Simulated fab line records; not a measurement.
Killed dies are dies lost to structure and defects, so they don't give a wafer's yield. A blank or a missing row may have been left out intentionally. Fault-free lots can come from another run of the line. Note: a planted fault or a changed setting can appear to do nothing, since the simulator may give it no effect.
A single fault, viewed from 2 desks    flow sky130    only its own numbers are on each desk; what lay behind them is given at the end

== AT THE TOOL OWNER'S DESK: cmp-01 ==
The tool's own readings at SKY_VIA4_CMP_21 (polishes, stops on SiO2, t overpolish 25 s, target thk 0 nm): means of the sampled wafers that have a number, for each lot that ran on this tool. A lot is out of limits, marked OUT, if its mean lies more than 4 standard deviations from the usual mean; the brackets give that distance.
Columns: A = motorCurrentA at SKY_VIA4_CMP_21, usual 10.9 A; B = overpolishRunS at SKY_VIA4_CMP_21, usual 25.000 s; C = platenRpm at SKY_VIA4_CMP_21, usual 60.00 rpm; D = timeToEndpointS at SKY_VIA4_CMP_21, usual 123 s
lot   first seen here  A     B       C                        D
L886  day 42 15:47     11.9  25.003  59.99                    119
L885  day 42 18:47     10.3  24.989  60.02                    122
L893  day 44 21:56     11.3  24.999  59.97                    121
L902  day 47 02:19     10.3  25.013  54.05 (-99 or more) OUT  136
L904  day 47 08:26     9.9   25.003  53.96 (-99 or more) OUT  139
This desk's verdict: out of limits on L902, L904, starting with L902 at day 47 02:19 (platenRpm at SKY_VIA4_CMP_21). In limits: L886, L885, L893.

== METROLOGY DESK ==
What the gauges read for every lot (on any tool): the sampled wafers with a number, averaged. A lot is out of limits, marked OUT, if its mean lies more than 4 standard deviations from the usual mean; the brackets give that distance.
Columns: A = CAP2M_OVL at SKY_CAP2M_OVL_MEAS_12, usual -0.1 nm
lot   first seen here  A
L886  day 40 13:09     1.3
L885  day 40 16:07     0.5
L887  day 41 00:58     -1.4
L893  day 42 20:39     -0.1
L895  day 43 15:07     -0.5
L897  day 44 01:44     -0.7
L898  day 44 07:22     -0.8
L902  day 45 05:46     -0.7
L903  day 45 08:23     -1.9
L904  day 45 11:56     -1.5
L908  day 46 23:19     0.5
L907  day 47 05:40     -2.0
This desk found nothing out of limits on any of the 12 lots.

== PUT TOGETHER ==
The tool owner's desk could have raised an alarm at day 47 02:19, on L902, L904.
Metrology desk: nothing out of limits seen.
The metrology desk holds a record of L902, L904, inside its limits.
All the named lots went through SKY_VIA4_CMP_21 on cmp-01.

== WHAT HAD BEEN PUT IN BY THE SIMULATOR ==
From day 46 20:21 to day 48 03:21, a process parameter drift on cmp-01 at SKY_VIA4_CMP_21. The setting platenRpm was moved by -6, starting from 60. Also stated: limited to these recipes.
Struck lots among those shown: L902, L904.
Time in hours from fault onset to the first out-of-limits reading at each desk: the tool owner's desk, 6.
